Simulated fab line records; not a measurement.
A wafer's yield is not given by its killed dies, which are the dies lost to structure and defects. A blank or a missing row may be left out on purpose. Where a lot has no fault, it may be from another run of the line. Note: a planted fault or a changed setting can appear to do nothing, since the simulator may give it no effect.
fab line records	flow sky130
record: lots: 6	wafers: 18	lastDay: 50
route steps=708 shown DNWELL@41 PWDE@45 NWELL@56 PAD_OPEN@708
lots that met no fault: from a run of the same line without faults
startH: hours from the record's opening day to when the first of the lot's shown wafers began	waitH: how many hours have passed since the lot's step before this one	" unchanged from the row above	L1.1+2: a row that stands for several wafers	- either no value or no given start	* or withheld: withheld	< > ~ a bound
route shown NAME@n: names a module that has steps shown in the file, with the first one's number in the route	usual: the fault-free wafers' mean and standard deviation	same: alike in all rows	chamber/n: place in a boat	sites: readings site by site	_std_site: their standard deviation	_edge_site: mean of outer sites minus mean of inner sites	radiusMm: how far each site lies from the wafer's centre	mask NAME#n: copy n	behind: the tool/chamber that last shaped the wafer	hold: the reason the lot was held/the length of the hold in hours/how it ended	device: whichever transistor did not switch (one of n, p or np)	end of line: at the end of the route, the tests of the same wafers	a step without rows: its recipe alone	killed: not the wafer's yield, but the dies lost to structure and defects at the first sort	map: a wafer's dies, x killed, . not, _ none there
set.NAME: setting as actually run; set.NAME@STEP: the setting as run at that earlier step	model.NAME: the simulator's own value behind a step, which no gauge read
certain route steps with their lots: each step a table, each wafer a row
services: when a tool's chamber went out of use (startH, in hours from the record's first day, below 0 if earlier), for how many hours, and the reason
== steps ==
step: SKY_DNWELL_DEVELOP_06
recipe: wallAngleDeg: 90	developer: TMAH	developTimeS: 60	devTempC: 23
step: SKY_DNWELL_IMPLANT_07
recipe: species: P	energyKev: withheld	doseCm2: withheld	tiltDeg: withheld
step: SKY_DNWELL_STRIP_08
recipe: chemistry: O2/N2	powerW: 1400	pressureMtorr: 1500	platenTempC: withheld	o2FlowSccm: 3000	n2FlowSccm: 300	overashFraction: 0.5
usual: drypumpMotorCurrentA: 5.8/0.57	oesProductAu: 0.722/0.004	stripTimeToEndpointS: 36.88/0.095
lot.wafer	tool	chamber	startH	waitH	drypumpMotorCurrentA	oesProductAu	rfHoursCounterH	stripTimeToEndpointS
L313.2	plasmaAsher-01	1	97.85	0.1	6.5	0.721	38	36.80
L313.5	"	1	"	"	6.5	0.726	-	36.74
L313.6	"	0	"	"	5.6	0.723	-	36.84
L316.1	plasmaAsher-01	1	117.74	0.1	6.4	0.726	40	36.84
L316.3	"	1	"	"	6.5	0.720	-	36.87
L316.4	"	0	"	"	5.6	0.718	-	36.73
L323.1	plasmaAsher-02	0	156.74	0.1	5.3	0.724	35	36.69
L323.2	"	1	"	"	6.6	0.717	35	36.80
L323.4	"	1	"	"	6.5	0.721	-	36.80
L324.1	plasmaAsher-01	1	162.47	0.1	6.5	0.719	45	36.98
L324.5	"	1	"	"	6.5	0.723	-	36.95
L324.6	"	0	"	"	5.7	0.721	-	36.94
L326.3	plasmaAsher-03	1	170.25	0.1	6.0	0.714	-	36.81
L326.5	"	1	"	"	6.0	0.721	-	36.85
L326.6	"	0	"	"	5.0	0.720	-	36.89
L327.1	plasmaAsher-01	0	178.87	0.1	5.6	0.722	46	36.77
L327.2	"	1	"	"	6.4	0.726	46	36.73
L327.6	"	1	"	"	6.4	0.727	-	36.78
step: SKY_DNWELL_TW_MEAS_09
usual: DNWELL_TW: 1106/15
lot.wafer	tool	chamber	startH	waitH	DNWELL_TW
L313.2	filmMetro-02	-	97.96	0.1	1089
L313.5	"	-	"	"	1081
L313.6	"	-	"	"	1082
L316.1	filmMetro-03	-	117.84	0.1	1122
L316.3	"	-	"	"	1115
L316.4	"	-	"	"	1123
L323.1	filmMetro-01	-	156.84	0.1	1122
L323.2	"	-	"	"	1116
L323.4	"	-	"	"	1122
L324.1	filmMetro-03	-	162.57	0.1	1115
L324.5	"	-	"	"	1112
L324.6	"	-	"	"	1117
L326.3	filmMetro-03	-	170.34	0.1	1103
L326.5	"	-	"	"	1097
L326.6	"	-	"	"	1104
L327.1	filmMetro-01	-	178.97	0.1	1113
L327.2	"	-	"	"	1104
L327.6	"	-	"	"	1111
step: SKY_PWDE_DEHYDRATE_00
recipe: tempC: 200	timeS: 60
step: SKY_PWDE_HMDS_01
recipe: primeTimeS: 60	primeTempC: 120
step: SKY_PWDE_COAT_02
recipe: spinRpm: 2000	resistThkNm: 3000
step: SKY_PWDE_SOFTBAKE_03
recipe: tempC: 110	timeS: withheld
step: SKY_PWDE_EXPOSE_04
recipe: maskId: PWDEM	na: 0.6	sourceShape: conventional	sigmaOuter: 0.6	polarization: unpolarized	targetCdNm: 840	doseMj: 214
step: SKY_PWDE_PEB_05
recipe: tempC: 115	timeS: withheld
step: SKY_PWDE_DEVELOP_06
recipe: wallAngleDeg: 90	developer: TMAH	developTimeS: 60	devTempC: 23
step: SKY_PWDE_OVL_MEAS_07
usual: PWDE_OVL: -0.5/1.4
lot.wafer	tool	chamber	startH	waitH	PWDE_OVL[nm]
L313.2	overlay-02	-	115.35	-	-2.1
L313.5	"	-	"	"	-2.4
L313.6	"	-	"	"	-2.2
L316.1	overlay-01	-	136.90	-	-2.1
L316.3	"	-	"	"	-1.1
L316.4	"	-	"	"	-1.2
L323.1	overlay-02	-	176.90	-	-2.0
L323.2	"	-	"	"	-2.0
L323.4	"	-	"	"	-3.1
L324.1	overlay-01	-	183.47	-	1.4
L324.5	"	-	"	"	1.0
L324.6	"	-	"	"	1.2
L326.3	overlay-02	-	190.78	-	0.9
L326.5	"	-	"	"	0.6
L326.6	"	-	"	"	-1.2
L327.1	overlay-01	-	200.25	-	0.3
L327.2	"	-	"	"	0.2
L327.6	"	-	"	"	-0.1
step: SKY_PWDE_IMPLANT_08
recipe: species: B	energyKev: 150	doseCm2: 3.6e+12	tiltDeg: withheld
usual: beamOnS: 9.97/0.22	doseIonsCm2: 3.6e+12/4.5e+09	faradayCurrentUA: 20.4/0.44
lot.wafer	tool	chamber	startH	waitH	beamOnS	doseIonsCm2	faradayCurrentUA
L313.2	implanter-02	0	115.41	0.0	10.13	3.605e+12	20.1
L313.5	"	0	"	"	10.50	3.602e+12	19.2
L313.6	"	0	"	"	10.02	3.6e+12	20.2
L316.1	implanter-03	0	136.93	0.0	9.67	3.596e+12	20.9
L316.3	"	0	"	"	9.86	3.605e+12	20.6
L316.4	"	0	"	"	9.64	3.602e+12	21.0
L323.1	implanter-03	0	176.93	0.0	9.82	3.845e+12	22.1
L323.2	"	0	"	"	9.76	3.839e+12	22.3
L323.4	"	0	"	"	9.85	3.843e+12	22.0
L324.1	implanter-03	0	183.50	0.0	10.02	3.851e+12	21.6
L324.5	"	0	"	"	10.10	3.849e+12	21.3
L324.6	"	0	"	"	9.84	3.839e+12	22.0
L326.3	implanter-01	0	190.85	0.1	9.92	3.608e+12	20.4
L326.5	"	0	"	"	9.66	3.607e+12	21.0
L326.6	"	0	"	"	10.15	3.608e+12	20.0
L327.1	implanter-02	0	200.28	0.0	9.48	3.595e+12	21.5
L327.2	"	0	"	"	9.94	3.601e+12	20.4
L327.6	"	0	"	"	9.96	3.594e+12	20.5
step: SKY_PWDE_STRIP_09
recipe: chemistry: O2/N2	powerW: 1400	pressureMtorr: 1500	platenTempC: withheld	o2FlowSccm: 3000	n2FlowSccm: 300	overashFraction: 0.5
usual: drypumpMotorCurrentA: 5.8/0.51	oesProductAu: 0.723/0.005	stripTimeToEndpointS: 36.86/0.11
lot.wafer	tool	chamber	startH	waitH	drypumpMotorCurrentA	oesProductAu	rfHoursCounterH	stripTimeToEndpointS
L313.2	plasmaAsher-01	0	115.53	0.1	5.6	0.720	40	36.86
L313.5	"	0	"	"	5.6	0.717	-	36.82
L313.6	"	1	"	"	6.4	0.718	-	36.90
L316.1	plasmaAsher-01	0	137.08	0.1	5.6	0.719	42	37.01
L316.3	"	1	"	"	6.5	0.725	-	37.00
L316.4	"	0	"	"	5.6	0.732	-	36.79
L323.1	plasmaAsher-01	1	177.08	0.1	6.5	0.721	46	36.95
L323.2	"	0	"	"	5.6	0.720	46	36.80
L323.4	"	0	"	"	5.6	0.717	-	36.89
L324.1	plasmaAsher-01	0	183.65	0.1	5.6	0.724	46	36.98
L324.5	"	1	"	"	6.4	0.723	-	36.92
L324.6	"	0	"	"	5.6	0.721	-	36.92
L326.3	plasmaAsher-01	1	190.99	0.1	6.4	0.723	-	36.75
L326.5	"	1	"	"	6.4	0.726	-	36.81
L326.6	"	0	"	"	5.6	0.722	-	36.83
L327.1	plasmaAsher-04	0	200.43	0.1	5.3	0.720	53	36.83
L327.2	"	1	"	"	6.2	0.727	53	36.73
L327.6	"	0	"	"	5.3	0.719	-	36.85
step: SKY_PWDE_TW_MEAS_10
usual: PWDE_TW: 371/4.7
lot.wafer	tool	chamber	startH	waitH	PWDE_TW
L313.2	filmMetro-01	-	115.64	0.1	374
L313.5	"	-	"	"	377
L313.6	"	-	"	"	376
L316.1	filmMetro-02	-	137.18	0.1	367
L316.3	"	-	"	"	364
L316.4	"	-	"	"	365
L323.1	filmMetro-01	-	177.18	0.1	382
L323.2	"	-	"	"	380
L323.4	"	-	"	"	380
L324.1	filmMetro-03	-	183.75	0.1	380
L324.5	"	-	"	"	378
L324.6	"	-	"	"	379
L326.3	filmMetro-02	-	191.07	0.1	363
L326.5	"	-	"	"	364
L326.6	"	-	"	"	363
L327.1	filmMetro-01	-	200.53	0.1	373
L327.2	"	-	"	"	377
L327.6	"	-	"	"	376
step: SKY_NWELL_DEHYDRATE_03
recipe: tempC: 200	timeS: 60
step: SKY_NWELL_HMDS_04
recipe: primeTimeS: 60	primeTempC: 120
step: SKY_NWELL_COAT_05
recipe: spinRpm: 2000	resistThkNm: 3000
step: SKY_NWELL_SOFTBAKE_06
recipe: tempC: 110	timeS: withheld
step: SKY_NWELL_EXPOSE_07
recipe: maskId: NWM	na: 0.6	sourceShape: conventional	sigmaOuter: 0.6	polarization: unpolarized	targetCdNm: 840	doseMj: 255
step: SKY_NWELL_PEB_08
recipe: tempC: 115	timeS: withheld
step: SKY_NWELL_DEVELOP_09
recipe: wallAngleDeg: 90	developer: TMAH	developTimeS: 60	devTempC: 23
step: SKY_NWELL_OVL_MEAS_10
usual: NWELL_00_OVL: 0.1/1.5
lot.wafer	tool	chamber	startH	waitH	NWELL_00_OVL[nm]
L313.2	overlay-02	-	134.59	-	-2.3
L313.5	"	-	"	"	-1.9
L313.6	"	-	"	"	-3.2
L316.1	overlay-02	-	156.90	-	-2.5
L316.3	"	-	"	"	-2.4
L316.4	"	-	"	"	-1.9
L323.1	overlay-01	-	198.60	-	-0.5
L323.2	"	-	"	"	0.0
L323.4	"	-	"	"	1.0
L324.1	overlay-02	-	205.00	-	0.8
L324.5	"	-	"	"	0.3
L324.6	"	-	"	"	-0.5
L326.3	overlay-02	-	212.36	-	0.6
L326.5	"	-	"	"	-0.8
L326.6	"	-	"	"	0.6
L327.1	overlay-01	-	222.09	-	2.2
L327.2	"	-	"	"	1.6
L327.6	"	-	"	"	2.7
step: SKY_NWELL_IMPLANT_11
recipe: species: P	energyKev: 400	doseCm2: 1.9e+13	tiltDeg: withheld
step: SKY_NWELL_IMPLANT_12
recipe: species: P	energyKev: 120	doseCm2: 1.3e+12	tiltDeg: withheld
step: SKY_NWELL_IMPLANT_13
recipe: species: P	energyKev: 50	doseCm2: 7e+11	tiltDeg: withheld
step: SKY_NWELL_STRIP_14
recipe: chemistry: O2/N2	powerW: 1400	pressureMtorr: 1500	platenTempC: withheld	o2FlowSccm: 3000	n2FlowSccm: 300	overashFraction: 0.5
usual: drypumpMotorCurrentA: 5.9/0.54	oesProductAu: 0.722/0.0048	stripTimeToEndpointS: 36.92/0.09
lot.wafer	tool	chamber	startH	waitH	drypumpMotorCurrentA	oesProductAu	rfHoursCounterH	stripTimeToEndpointS
L313.2	plasmaAsher-04	0	135.07	0.1	5.4	0.723	48	36.82
L313.5	"	1	"	"	6.3	0.720	-	36.90
L313.6	"	0	"	"	5.3	0.725	-	36.89
L316.1	plasmaAsher-04	1	157.38	0.1	6.2	0.712	50	36.95
L316.3	"	1	"	"	6.2	0.714	-	36.95
L316.4	"	0	"	"	5.3	0.720	-	36.93
L323.1	plasmaAsher-02	1	199.08	0.1	6.6	0.717	40	37.03
L323.2	"	0	"	"	5.3	0.723	40	36.90
L323.4	"	1	"	"	6.6	0.730	-	36.96
L324.1	plasmaAsher-01	0	205.48	0.1	5.6	0.729	49	36.98
L324.5	"	1	"	"	6.4	0.728	-	37.03
L324.6	"	0	"	"	5.6	0.723	-	37.07
L326.3	plasmaAsher-02	1	212.86	0.1	6.7	0.727	-	36.95
L326.5	"	0	"	"	5.3	0.719	-	36.87
L326.6	"	1	"	"	6.6	0.725	-	36.93
L327.1	plasmaAsher-02	1	222.58	0.1	6.7	0.728	42	36.78
L327.2	"	0	"	"	5.3	0.730	42	36.88
L327.6	"	1	"	"	6.7	0.719	-	36.80
step: SKY_NWELL_TW_MEAS_15
usual: NWELL_TW: 1807/19
lot.wafer	tool	chamber	startH	waitH	NWELL_TW
L313.2	filmMetro-01	-	135.18	0.1	1822
L313.5	"	-	"	"	1823
L313.6	"	-	"	"	1822
L316.1	filmMetro-02	-	157.48	0.1	1782
L316.3	"	-	"	"	1781
L316.4	"	-	"	"	1796
L323.1	filmMetro-01	-	199.18	0.1	1822
L323.2	"	-	"	"	1825
L323.4	"	-	"	"	1818
L324.1	filmMetro-03	-	205.58	0.1	1819
L324.5	"	-	"	"	1817
L324.6	"	-	"	"	1811
L326.3	filmMetro-01	-	212.95	0.1	1833
L326.5	"	-	"	"	1821
L326.6	"	-	"	"	1831
L327.1	filmMetro-02	-	222.68	0.1	1794
L327.2	"	-	"	"	1792
L327.6	"	-	"	"	1791
step: SKY_NWELL_DEHYDRATE_16
recipe: tempC: 200	timeS: 60
step: SKY_NWELL_HMDS_17
recipe: primeTimeS: 60	primeTempC: 120
step: SKY_NWELL_COAT_18
recipe: spinRpm: 2000	resistThkNm: 3000
step: SKY_NWELL_SOFTBAKE_19
recipe: tempC: 110	timeS: withheld
step: SKY_NWELL_EXPOSE_20
recipe: maskId: NWM_COMPLEMENT	na: 0.6	sourceShape: conventional	sigmaOuter: 0.6	polarization: unpolarized	targetCdNm: 840	doseMj: 260
step: SKY_NWELL_PEB_21
recipe: tempC: 115	timeS: withheld
step: SKY_NWELL_DEVELOP_22
recipe: wallAngleDeg: 90	developer: TMAH	developTimeS: 60	devTempC: 23
step: SKY_NWELL_OVL_MEAS_23
usual: NWELL_01_OVL: -0.1/1.3
lot.wafer	tool	chamber	startH	waitH	NWELL_01_OVL[nm]
L313.2	overlay-01	-	155.25	-	0.9
L313.5	"	-	"	"	1.6
L313.6	"	-	"	"	1.4
L316.1	overlay-01	-	176.99	-	2.1
L316.3	"	-	"	"	1.1
L316.4	"	-	"	"	1.9
L323.1	overlay-01	-	221.20	-	0.4
L323.2	"	-	"	"	0.8
L323.4	"	-	"	"	1.6
L324.1	overlay-01	-	227.79	-	-2.0
L324.5	"	-	"	"	-2.1
L324.6	"	-	"	"	-1.9
L326.3	overlay-02	-	234.61	-	-1.7
L326.5	"	-	"	"	-1.1
L326.6	"	-	"	"	-1.1
L327.1	overlay-01	-	245.55	-	-2.5
L327.2	"	-	"	"	-1.4
L327.6	"	-	"	"	-1.5
step: SKY_NWELL_IMPLANT_24
recipe: species: B	energyKev: 140	doseCm2: 9.2e+12	tiltDeg: withheld
step: SKY_NWELL_STRIP_25
recipe: chemistry: O2/N2	powerW: 1400	pressureMtorr: 1500	platenTempC: withheld	o2FlowSccm: 3000	n2FlowSccm: 300	overashFraction: 0.5
usual: drypumpMotorCurrentA: 5.9/0.55	oesProductAu: 0.722/0.0047	stripTimeToEndpointS: 36.90/0.094
lot.wafer	tool	chamber	startH	waitH	drypumpMotorCurrentA	oesProductAu	rfHoursCounterH	stripTimeToEndpointS
L313.2	plasmaAsher-02	1	155.43	0.1	6.6	0.727	35	36.91
L313.5	"	1	"	"	6.6	0.726	-	36.92
L313.6	"	0	"	"	5.3	0.721	-	36.92
L316.1	plasmaAsher-02	1	177.17	0.1	6.6	0.721	37	36.97
L316.3	"	0	"	"	5.3	0.726	-	36.97
L316.4	"	1	"	"	6.6	0.726	-	36.94
L323.1	plasmaAsher-04	1	221.38	0.1	6.2	0.722	55	36.98
L323.2	"	0	"	"	5.4	0.719	55	36.99
L323.4	"	0	"	"	5.3	0.720	-	36.95
L324.1	plasmaAsher-04	0	227.98	0.1	5.3	0.724	56	36.73
L324.5	"	0	"	"	5.3	0.722	-	36.74
L324.6	"	1	"	"	6.3	0.721	-	36.78
L326.3	plasmaAsher-02	1	234.81	0.1	6.6	0.725	-	36.96
L326.5	"	0	"	"	5.3	0.724	-	36.85
L326.6	"	1	"	"	6.6	0.714	-	36.98
L327.1	plasmaAsher-04	1	245.73	0.1	6.3	0.729	58	36.98
L327.2	"	0	"	"	5.3	0.722	58	37.02
L327.6	"	0	"	"	5.3	0.728	-	37.20
step: SKY_NWELL_TW_MEAS_26
usual: NWELL_2_TW: 494/5
lot.wafer	tool	chamber	startH	waitH	NWELL_2_TW
L313.2	filmMetro-01	-	155.54	0.1	502
L313.5	"	-	"	"	500
L313.6	"	-	"	"	503
L316.1	filmMetro-02	-	177.27	0.1	486
L316.3	"	-	"	"	486
L316.4	"	-	"	"	486
L323.1	filmMetro-03	-	221.48	0.1	496
L323.2	"	-	"	"	494
L323.4	"	-	"	"	496
L324.1	filmMetro-03	-	228.08	0.1	497
L324.5	"	-	"	"	496
L324.6	"	-	"	"	495
L326.3	filmMetro-03	-	234.90	0.1	494
L326.5	"	-	"	"	497
L326.6	"	-	"	"	493
L327.1	filmMetro-03	-	245.83	0.1	492
L327.2	"	-	"	"	495
L327.6	"	-	"	"	492
step: SKY_NWELL_CLEAN_27
recipe: chemistry: SC1/SC2	mix: 1:4:20	tempC: 70	timeS: 150	dry: n2Spin
step: SKY_NWELL_RTA_28
recipe: tempC: 1050	timeS: 30	idleTempC: 650	rampUpCPerS: 150	rampDownCPerS: 90	ambient: N2
usual: lampPowerPct: 25.30/0.056	rampUpCPerS: 150.00/0.028	wafer_temp_C_max: 1055.0/1
lot.wafer	tool	chamber	startH	waitH	lampPowerPct	rampUpCPerS	wafer_temp_C_max
L313.2	rtpAnneal-02	0	155.66	0.0	25.27	149.96	1054.7
L313.5	"	0	"	"	25.21	149.96	1054.8
L313.6	"	0	"	"	25.23	150.01	1054.2
L316.1	rtpAnneal-01	0	177.38	0.0	25.32	149.94	1053.9
L316.3	"	0	"	"	25.36	149.98	1053.8
L316.4	"	0	"	"	25.21	149.91	1056.1
L323.1	rtpAnneal-02	0	221.59	0.0	25.25	149.99	1054.6
L323.2	"	0	"	"	25.25	150.03	1053.5
L323.4	"	0	"	"	25.29	150.01	1055.8
L324.1	rtpAnneal-01	0	228.19	0.0	25.31	149.99	1054.2
L324.5	"	0	"	"	25.31	149.96	1057.7
L324.6	"	0	"	"	25.31	149.97	1054.9
L326.3	rtpAnneal-01	0	235.06	0.1	25.18	150.01	1054.9
L326.5	"	0	"	"	25.36	149.99	1054.7
L326.6	"	0	"	"	25.27	150.02	1052.6
L327.1	rtpAnneal-02	0	245.95	0.0	25.33	149.96	1057.4
L327.2	"	0	"	"	25.29	150.02	1055.8
L327.6	"	0	"	"	25.33	150.03	1054.4
step: SKY_NWELL_RS_MEAS_29
recipe: thkMeasGauge: four-point-probe
usual: NWELL_RS: 624.9/1.5
lot.wafer	tool	chamber	startH	waitH	NWELL_RS[ohm/sq]
L313.2	filmMetro-02	-	155.76	0.1	625.1
L313.5	"	-	"	"	622.3
L313.6	"	-	"	"	624.5
L316.1	filmMetro-01	-	177.48	0.1	622.8
L316.3	"	-	"	"	624.6
L316.4	"	-	"	"	622.7
L323.1	filmMetro-02	-	221.69	0.1	621.2
L323.2	"	-	"	"	622.1
L323.4	"	-	"	"	623.9
L324.1	filmMetro-01	-	228.29	0.1	624.7
L324.5	"	-	"	"	624.4
L324.6	"	-	"	"	624.5
L326.3	filmMetro-01	-	235.23	0.1	624.3
L326.5	"	-	"	"	624.6
L326.6	"	-	"	"	624.3
L327.1	filmMetro-02	-	246.05	0.1	624.6
L327.2	"	-	"	"	625.2
L327.6	"	-	"	"	623.0
step: SKY_NWELL_RS_MEAS_31
recipe: thkMeasGauge: four-point-probe
usual: PWDE_RS: 5271/21
lot.wafer	tool	chamber	startH	waitH	PWDE_RS[ohm/sq]
L313.2	filmMetro-02	-	156.00	0.1	5315
L313.5	"	-	"	"	5275
L313.6	"	-	"	"	5271
L316.1	filmMetro-01	-	177.72	0.1	5256
L316.3	"	-	"	"	5256
L316.4	"	-	"	"	5237
L323.1	filmMetro-02	-	221.93	0.1	5007
L323.2	"	-	"	"	5018
L323.4	"	-	"	"	5007
L324.1	filmMetro-01	-	228.53	0.1	5002
L324.5	"	-	"	"	5016
L324.6	"	-	"	"	5012
L326.3	filmMetro-01	-	235.47	0.1	5300
L326.5	"	-	"	"	5291
L326.6	"	-	"	"	5294
L327.1	filmMetro-02	-	246.29	0.1	5247
L327.2	"	-	"	"	5258
L327.6	"	-	"	"	5251
step: SKY_PAD_OPEN_PROBE_99
usual: killed_at_M0_to_M3: 43/6.8	killed_at_M4_up: 2.9/1.7	killedAtContacts: 24/5.4	killedAtFrontEnd: 15/4.8	killedAtOther: 0.3/0.57	killedDies: 85/9.4	killedOpen: 47/7.5	killedShort: 38/5.7
same: grossDies: 492	killedAtBackSide: 0
lot.wafer	tool	chamber	startH	waitH	killed_at_M0_to_M3	killed_at_M4_up	killedAtContacts	killedAtFrontEnd	killedAtOther	killedDies	killedOpen	killedShort	model.etest.resPwdeUnderGate.rsOhmSq
L313.2	prober-02	-	1126.20	0.1	48	1	22	16	1	88	43	45	6229
L313.5	prober-02	-	1126.35	0.2	53	2	19	19	0	93	52	41	6245
L313.6	prober-02	-	1126.40	0.2	40	4	20	18	0	82	45	37	6250
L316.1	prober-01	-	1147.85	0.1	40	5	18	12	0	75	40	35	6140
L316.3	prober-01	-	1147.95	0.2	47	2	26	18	0	93	58	35	6134
L316.4	prober-01	-	1148.00	0.2	45	0	32	20	0	97	53	44	6134
L323.1	prober-02	-	1173.22	0.1	47	2	15	11	0	75	41	34	5816
L323.2	prober-02	-	1173.27	0.1	49	6	29	12	0	96	53	43	5846
L323.4	prober-02	-	1173.37	0.2	44	1	21	8	0	74	37	37	5817
L324.1	prober-01	-	1182.07	0.1	50	2	28	16	0	96	52	44	5815
L324.5	prober-01	-	1182.27	0.2	48	1	23	21	0	93	56	37	5863
L324.6	prober-01	-	1182.32	0.2	44	2	24	14	0	84	45	39	5870
L326.3	prober-01	-	1184.68	0.2	41	4	21	18	0	84	47	37	6224
L326.5	prober-01	-	1184.78	0.2	46	5	22	24	2	99	56	43	6235
L326.6	prober-01	-	1184.83	0.2	43	3	24	20	0	90	56	34	6271
L327.1	prober-02	-	1188.28	0.1	41	3	30	6	0	80	47	33	6163
L327.2	prober-02	-	1188.33	0.1	44	0	19	13	1	77	42	35	6194
L327.6	prober-02	-	1188.53	0.2	38	7	21	13	0	79	47	32	6146
killed by level:class
L313.2 VIA3:geometricParticle:open=9 VIA3:geometricParticle:short=9 CONTACT:geometricParticle:open=8 METAL2:geometricParticle:short=8 LI_CONTACT:geometricParticle:open=5 VIA1:geometricParticle:open=5 FIELD_ISO:geometricParticle:short=4 POLY_GATE:geometricParticle:open=4
L313.5 VIA1:geometricParticle:open=13 CONTACT:geometricParticle:open=9 METAL2:geometricParticle:short=9 VIA2:geometricParticle:open=8 VIA3:geometricParticle:open=7 LOCAL_INTERCONNECT:geometricParticle:short=5 POLY_GATE:geometricParticle:short=4 VIA2:geometricParticle:short=4
L313.6 VIA1:geometricParticle:open=9 VIA3:geometricParticle:open=8 VIA2:geometricParticle:open=7 CONTACT:geometricParticle:open=7 CONTACT:geometricParticle:short=6 FIELD_ISO:geometricParticle:open=5 VIA2:geometricParticle:short=5 POLY_GATE:geometricParticle:short=4
L316.1 VIA1:geometricParticle:open=12 POLY_GATE:geometricParticle:open=5 METAL2:geometricParticle:short=5 LI_CONTACT:geometricParticle:open=4 LOCAL_INTERCONNECT:geometricParticle:short=4 CONTACT:geometricParticle:short=4 METAL1:geometricParticle:short=4 VIA2:geometricParticle:open=4
L316.3 VIA1:geometricParticle:open=13 CONTACT:geometricParticle:open=10 POLY_GATE:geometricParticle:open=9 METAL1:geometricParticle:short=9 LI_CONTACT:geometricParticle:open=6 VIA3:geometricParticle:open=6 LOCAL_INTERCONNECT:geometricParticle:short=5 METAL2:geometricParticle:short=4
L316.4 CONTACT:geometricParticle:open=13 VIA1:geometricParticle:open=13 METAL1:geometricParticle:short=8 CONTACT:geometricParticle:short=7 VIA2:geometricParticle:open=6 FIELD_ISO:geometricParticle:open=5 LOCAL_INTERCONNECT:geometricParticle:short=5 POLY_GATE:geometricParticle:short=5
L323.1 VIA1:geometricParticle:open=17 METAL1:geometricParticle:short=7 LI_CONTACT:geometricParticle:open=6 METAL2:geometricParticle:short=6 VIA2:geometricParticle:open=6 POLY_GATE:geometricParticle:short=5 VIA1:geometricParticle:short=5 CONTACT:geometricParticle:open=4
L323.2 VIA1:geometricParticle:open=13 CONTACT:geometricParticle:open=10 METAL1:geometricParticle:short=10 VIA3:geometricParticle:open=8 VIA2:geometricParticle:open=7 CONTACT:geometricParticle:short=6 LI_CONTACT:geometricParticle:open=5 METAL4:geometricParticle:short=5
L323.4 VIA1:geometricParticle:open=11 CONTACT:geometricParticle:open=7 LI_CONTACT:geometricParticle:open=6 METAL2:geometricParticle:short=6 VIA2:geometricParticle:open=6 VIA2:geometricParticle:short=5 POLY_GATE:geometricParticle:short=4 VIA3:geometricParticle:open=4
L324.1 VIA1:geometricParticle:open=13 METAL1:geometricParticle:short=10 CONTACT:geometricParticle:open=9 FIELD_ISO:geometricParticle:open=8 LOCAL_INTERCONNECT:geometricParticle:short=7 METAL2:geometricParticle:short=7 VIA2:geometricParticle:open=7 LI_CONTACT:geometricParticle:open=4
L324.5 VIA1:geometricParticle:open=11 LI_CONTACT:geometricParticle:open=10 METAL2:geometricParticle:short=8 CONTACT:geometricParticle:open=7 FIELD_ISO:geometricParticle:open=6 VIA3:geometricParticle:short=6 POLY_GATE:geometricParticle:open=6 METAL1:geometricParticle:short=6
L324.6 VIA1:geometricParticle:open=11 CONTACT:geometricParticle:open=10 VIA1:geometricParticle:short=6 METAL2:geometricParticle:short=5 CONTACT:geometricParticle:short=5 VIA3:geometricParticle:open=5 POLY_GATE:geometricParticle:short=4 LI_CONTACT:geometricParticle:open=4
L326.3 VIA1:geometricParticle:open=11 FIELD_ISO:geometricParticle:open=8 CONTACT:geometricParticle:open=8 VIA2:geometricParticle:open=7 FIELD_ISO:geometricParticle:short=6 METAL2:geometricParticle:short=6 LI_CONTACT:geometricParticle:open=5 METAL1:geometricParticle:short=5
L326.5 VIA3:geometricParticle:open=9 VIA1:geometricParticle:open=9 METAL2:geometricParticle:short=7 CONTACT:geometricParticle:open=7 LI_CONTACT:geometricParticle:open=6 FIELD_ISO:geometricParticle:short=5 CONTACT:geometricParticle:short=5 METAL1:geometricParticle:short=5
L326.6 VIA1:geometricParticle:open=10 LI_CONTACT:geometricParticle:open=9 FIELD_ISO:geometricParticle:open=8 CONTACT:geometricParticle:open=7 VIA3:geometricParticle:open=7 METAL2:geometricParticle:short=6 FIELD_ISO:geometricParticle:short=5 VIA1:geometricParticle:short=5
L327.1 CONTACT:geometricParticle:open=11 LI_CONTACT:geometricParticle:open=10 VIA1:geometricParticle:open=9 VIA3:geometricParticle:short=6 VIA2:geometricParticle:open=6 LOCAL_INTERCONNECT:geometricParticle:short=4 METAL2:geometricParticle:short=4 VIA3:geometricParticle:open=4
L327.2 VIA1:geometricParticle:open=9 LI_CONTACT:geometricParticle:open=7 CONTACT:geometricParticle:open=6 METAL1:geometricParticle:short=6 VIA3:geometricParticle:open=6 METAL2:geometricParticle:short=6 FIELD_ISO:geometricParticle:open=5 VIA2:geometricParticle:short=5
L327.6 CONTACT:geometricParticle:open=10 VIA1:geometricParticle:open=8 VIA2:geometricParticle:open=7 VIA3:geometricParticle:open=6 METAL4:geometricParticle:short=6 LI_CONTACT:geometricParticle:open=5 METAL1:geometricParticle:short=4 VIA1:geometricParticle:short=4
== services ==
tool	chamber	startH	hours	kind
implanter-03	-	100.21	2.9	pm
plasmaAsher-03	-	108.78	9.0	pm
plasmaAsher-03	0	108.78	9.0	ventCycle
plasmaAsher-03	1	108.78	9.0	ventCycle
plasmaAsher-03	0	117.78	-	clean
plasmaAsher-03	1	117.78	-	clean
implanter-03	-	137.29	2.0	pm
implanter-02	-	137.63	2.7	repair
implanter-01	-	162.98	21.8	pm
plasmaAsher-01	-	171.03	2.8	pm
plasmaAsher-04	-	182.90	10.3	pm
implanter-03	-	189.67	1.4	repair
plasmaAsher-03	-	192.72	4.5	repair
implanter-03	-	195.31	23.4	pm
plasmaAsher-01	-	212.75	12.0	repair
plasmaAsher-03	-	234.28	2.2	repair
== key ==
firstSign: step: SKY_PWDE_IMPLANT_08	reading: doseIonsCm2	direction: up	sigmas: 54	usual: *	struck: *
effect: step: SKY_PWDE_IMPLANT_08	reading: faradayCurrentUA	direction: up	sigmas: 3.4	usual: 20.4	struck: 21.9
effect: step: SKY_PWDE_TW_MEAS_10	reading: PWDE_TW	direction: up	sigmas: 1.9	usual: 371	struck: 380
effect: step: SKY_NWELL_RS_MEAS_31	reading: PWDE_RS	direction: down	sigmas: 12	usual: 5271	struck: 5011
modelEffect: step: SKY_PAD_OPEN_PROBE_99	value: etest.resPwdeUnderGate.rsOhmSq	without: 6206	struck: 5838
metAt SKY_PWDE_IMPLANT_08
struckWafers L323.1,L323.2,L323.4,L324.1,L324.5,L324.6
testerLeftOut L323,L324
onsetBetween 136.93 176.93
fault: kind: processParameterDrift	tool: implanter-03	chamber: -	onsetH: 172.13	steps: SKY_PWDE_IMPLANT_08	channel: doseCm2	offset: *	shape: step	endH: 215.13	actsIn: *	stated: *
testerLeftOut: of these lots the tester's yield and bins aren't shown, on N5 and GAA mostly nor the transistor test; their killed dies are dies lost to structure and defects alone, not to doping, threshold or leakage, so they don't give the yield
